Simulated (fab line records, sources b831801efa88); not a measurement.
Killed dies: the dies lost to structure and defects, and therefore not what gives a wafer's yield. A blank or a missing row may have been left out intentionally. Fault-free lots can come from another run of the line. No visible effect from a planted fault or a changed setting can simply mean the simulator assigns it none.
Which tool did it? || flow sky130 || Sampling: 10 lots, 30 wafers, 2 of 708 route steps

## WHAT EACH GAUGE READ, for each wafer
SKY_VIA1_THK_MEAS_01. Usual: VIA1_HDPCVD_THK typically reads 1026 nm, with standard deviation 10.
{"lot": "L448", "measured": "day 33 04:58", "on": "film_metro-04", "VIA1_HDPCVD_THK (nm)": "1027 1019 1015", "flag": ""}
{"lot": "L458", "measured": "day 36 18:22", "on": "film_metro-01", "VIA1_HDPCVD_THK (nm)": "1019 1030 1017", "flag": ""}
{"lot": "L459", "measured": "day 36 23:50", "on": "film_metro-01", "VIA1_HDPCVD_THK (nm)": "1020 1032 1026", "flag": ""}
{"lot": "L460", "measured": "day 37 09:41", "on": "film_metro-03", "VIA1_HDPCVD_THK (nm)": "1032 1024 1042", "flag": ""}
{"lot": "L461", "measured": "day 37 11:35", "on": "film_metro-04", "VIA1_HDPCVD_THK (nm)": "1045 1046 1039", "flag": ""}
{"lot": "L463", "measured": "day 38 07:25", "on": "film_metro-04", "VIA1_HDPCVD_THK (nm)": "1037 1047 1028", "flag": ""}
{"lot": "L464", "measured": "day 38 17:03", "on": "film_metro-04", "VIA1_HDPCVD_THK (nm)": "1034 1045 1043", "flag": ""}
{"lot": "L465", "measured": "day 38 21:12", "on": "film_metro-03", "VIA1_HDPCVD_THK (nm)": "1027 1030 1009", "flag": ""}
{"lot": "L466", "measured": "day 39 05:25", "on": "film_metro-04", "VIA1_HDPCVD_THK (nm)": "1028 1043 1040", "flag": ""}
{"lot": "L468", "measured": "day 39 16:47", "on": "film_metro-04", "VIA1_HDPCVD_THK (nm)": "1015 1007 1017", "flag": ""}

## WHICH TOOL RAN EACH LOT (tool, then ch and the chambers of the sampled wafers, then the start)
{"lot": "L448", "SKY_METAL1_STRIP_20": "plasma_asher-03 ch 1, day 33 04:14"}
{"lot": "L458", "SKY_METAL1_STRIP_20": "plasma_asher-02 ch 0,1, day 36 17:40"}
{"lot": "L459", "SKY_METAL1_STRIP_20": "plasma_asher-02 ch 0,1, day 36 23:07"}
{"lot": "L460", "SKY_METAL1_STRIP_20": "plasma_asher-02 ch 0,1, day 37 08:58"}
{"lot": "L461", "SKY_METAL1_STRIP_20": "plasma_asher-02 ch 0,1, day 37 10:52"}
{"lot": "L463", "SKY_METAL1_STRIP_20": "plasma_asher-02 ch 0,1, day 38 06:38"}
{"lot": "L464", "SKY_METAL1_STRIP_20": "plasma_asher-02 ch 1, day 38 16:20"}
{"lot": "L465", "SKY_METAL1_STRIP_20": "plasma_asher-04 ch 0,1, day 38 20:29"}
{"lot": "L466", "SKY_METAL1_STRIP_20": "plasma_asher-04 ch 1, day 39 04:38"}
{"lot": "L468", "SKY_METAL1_STRIP_20": "plasma_asher-03 ch 0,1, day 39 16:04"}
- SKY_METAL1_STRIP_20: strips in O2/N2.

## AS READ BY THE TOOLS THEMSELVES (means over the sampled wafers that have a number; for cases with no such wafer, the mark the record gives instead)
SKY_METAL1_STRIP_20. Usual: drypump_motor_current_A 5.6 A, standard deviation 0.32; o2_flow_sccm 2999 sccm, standard deviation 9.3; oes_product_au 0.344 a.u., standard deviation 0.0051; strip_time_to_endpoint_s 2.71 s, standard deviation 0.042.
{"lot": "L448", "tool": "plasma_asher-03", "drypump_motor_current_A (A)": 5.3, "o2_flow_sccm (sccm)": 3003, "oes_product_au (a.u.)": 0.344, "strip_time_to_endpoint_s (s)": 2.68, "flag": ""}
{"lot": "L458", "tool": "plasma_asher-02", "drypump_motor_current_A (A)": 5.4, "o2_flow_sccm (sccm)": 2994, "oes_product_au (a.u.)": 0.338, "strip_time_to_endpoint_s (s)": 2.67, "flag": ""}
{"lot": "L459", "tool": "plasma_asher-02", "drypump_motor_current_A (A)": 5.4, "o2_flow_sccm (sccm)": 3000, "oes_product_au (a.u.)": 0.342, "strip_time_to_endpoint_s (s)": 2.75, "flag": ""}
{"lot": "L460", "tool": "plasma_asher-02", "drypump_motor_current_A (A)": 5.3, "o2_flow_sccm (sccm)": 3002, "oes_product_au (a.u.)": 0.339, "strip_time_to_endpoint_s (s)": 2.69, "flag": ""}
{"lot": "L461", "tool": "plasma_asher-02", "drypump_motor_current_A (A)": 5.3, "o2_flow_sccm (sccm)": 2997, "oes_product_au (a.u.)": 0.344, "strip_time_to_endpoint_s (s)": 2.68, "flag": ""}
{"lot": "L463", "tool": "plasma_asher-02", "drypump_motor_current_A (A)": 5.4, "o2_flow_sccm (sccm)": 3002, "oes_product_au (a.u.)": 0.342, "strip_time_to_endpoint_s (s)": 2.71, "flag": ""}
{"lot": "L464", "tool": "plasma_asher-02", "drypump_motor_current_A (A)": 5.4, "o2_flow_sccm (sccm)": 3006, "oes_product_au (a.u.)": 0.340, "strip_time_to_endpoint_s (s)": 2.75, "flag": ""}
{"lot": "L465", "tool": "plasma_asher-04", "drypump_motor_current_A (A)": 5.8, "o2_flow_sccm (sccm)": 2989, "oes_product_au (a.u.)": 0.341, "strip_time_to_endpoint_s (s)": 2.71, "flag": ""}
{"lot": "L466", "tool": "plasma_asher-04", "drypump_motor_current_A (A)": 6.1, "o2_flow_sccm (sccm)": 3010, "oes_product_au (a.u.)": 0.348, "strip_time_to_endpoint_s (s)": 2.75, "flag": ""}
{"lot": "L468", "tool": "plasma_asher-03", "drypump_motor_current_A (A)": 5.7, "o2_flow_sccm (sccm)": 3016, "oes_product_au (a.u.)": 0.339, "strip_time_to_endpoint_s (s)": 2.71, "flag": ""}

## THE ANSWER, worked out from the rows above alone
Rule: a lot is off if the mean of its wafers that have a number lies more than 3 standard deviations from the usual mean. A lot without any number at a reading at which 4 lots or more have one is off too. All remaining lots with rows at the step are treated as sound. First the gauges in route order, then the tools' own readings, where a lot's mean is used as printed above. At the first step where some lot is off, the reading lying furthest off is the one used; lots without a number count as furthest.
Across all readings shown, no lot is off: no conclusion can be drawn from this.

## WHAT THE SIMULATOR PUT IN
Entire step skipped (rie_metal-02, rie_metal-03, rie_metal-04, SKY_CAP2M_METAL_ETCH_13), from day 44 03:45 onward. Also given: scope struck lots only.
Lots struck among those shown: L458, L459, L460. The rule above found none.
